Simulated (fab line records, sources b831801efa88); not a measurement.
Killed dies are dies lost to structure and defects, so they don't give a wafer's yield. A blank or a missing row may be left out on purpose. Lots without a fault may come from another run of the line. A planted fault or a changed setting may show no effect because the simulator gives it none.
Problem report in the 8D (eight disciplines) form, filled by code | flow sky130 | the parts of the form that need people (team, actions taken, sign-off) are left out

1. THE PROBLEM
VIA4_W_RS at SKY_VIA4_RS_MEAS_19 reads a mean of 0.143 ohm/sq on 4 wafers of 2 lots; wafers without a fault read 0.226 ohm/sq with a standard deviation of 0.0034. That is -24 standard deviations from the usual mean.
The step: measures by four-point-probe.
First seen on wafer L516.2, day 46 08:15, on film_metro-03. The record holds 30 wafers of 10 lots with a number at this step. Rule for "out", or "out of limits": more than 4 standard deviations from the usual mean. The other wafers with a number count as sound.

2. WHAT IT IS AND WHAT IT IS NOT
question                    | is                             | is not
which readings at this step | VIA4_W_RS                      | -
which lots                  | L516, L517                     | L507, L508, L510, L515, L521, L524, L527, L530
which wafers of those lots  | L516.2, L516.3, L517.2, L517.3 | L516.4, L517.6
read on which gauges        | film_metro-03, film_metro-04   | film_metro-02
when                        | from day 46 08:15              | up to then (13 sound wafers); but 13 sound wafers of L517, L521, L524, L527, L530 came after

3. SUSPECTS, AND WHAT RULES EACH OUT
Counting: a tool at a process step up to the reading stays a suspect if it ran every lot that is out. Sound lots after the first of them don't rule it out here, since some wafers of a struck lot are sound.
- the gauge at SKY_VIA4_RS_MEAS_19: ruled out. The wafers that are out were read on 2 gauges (film_metro-03, film_metro-04).
- plasma_asher-03 at SKY_VIA4_STRIP_13 (strips in O2/N2): kept. It ran every lot that is out, first L516 (day 46 07:22); its last sound lot up to then is L515 (day 46 01:26).
- cvd_w-02 at SKY_VIA4_CVD_18 (deposits W, target thk 505 nm, time 152.14 s): kept. It ran every lot that is out, first L516 (day 46 08:04); its last sound lot up to then is L515 (day 46 02:07). Its own readings are out on those wafers: susceptor_temp_C.
- Within cvd_w-02 at SKY_VIA4_CVD_18: the wafers that are out ran in chamber 0; their sound lot-mates ran in chamber 1.
Left after counting: plasma_asher-03 at SKY_VIA4_STRIP_13, cvd_w-02 at SKY_VIA4_CVD_18.

4. THE CAUSE (what the simulator had put in)
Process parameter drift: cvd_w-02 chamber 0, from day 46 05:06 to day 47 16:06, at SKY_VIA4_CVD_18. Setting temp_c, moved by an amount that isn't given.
Counting left 2 suspects, and this tool is among them.

5. THE CHAIN OF EFFECTS, in route order
Each row: a reading whose mean over the struck wafers that have a number lies more than 3 standard deviations from the usual. Only readings for which the record gives a usual standard deviation are gone through. hours: the time from each lot's start at the first step in this table that gives one to its start at this step, as a median over the lots. sigmas: the change in usual standard deviations.
hours | step                 | reading            | usual        | on struck wafers | change | sigmas
0     | SKY_VIA4_CVD_18      | susceptor_temp_C   | 399.96 C     | 425.70           | +25.74 | +99 or more
0     | SKY_VIA4_RS_MEAS_19  | VIA4_W_RS          | 0.226 ohm/sq | 0.143            | -0.083 | -24
0     | SKY_VIA4_THK_MEAS_20 | VIA4_W_THK         | 514 nm       | 811              | +297   | +37
0     | SKY_VIA4_CMP_21      | time_to_endpoint_s | 123 s        | 199              | +76    | +19
The process steps in it:
- SKY_VIA4_CVD_18: deposits W, target thk 505 nm, time 152.14 s.
- SKY_VIA4_CMP_21: polishes, stops on SiO2, t overpolish 25 s, target thk 0 nm.

6. WHAT WOULD HAVE CAUGHT IT SOONER
In this record the first reading out of limits at a measuring or inspecting step was taken at day 46 08:15, 3 hours after the fault began at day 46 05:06.
The tool's own readings at SKY_VIA4_CVD_18 were out on every struck wafer that the step has a row for (susceptor_temp_C): an alarm limit on them would have fired on the first of those.
Of the lots that are out (2), L517 began SKY_VIA4_CVD_18 on cvd_w-02 after day 46 08:15. A hold on the tool at that time would have spared it.
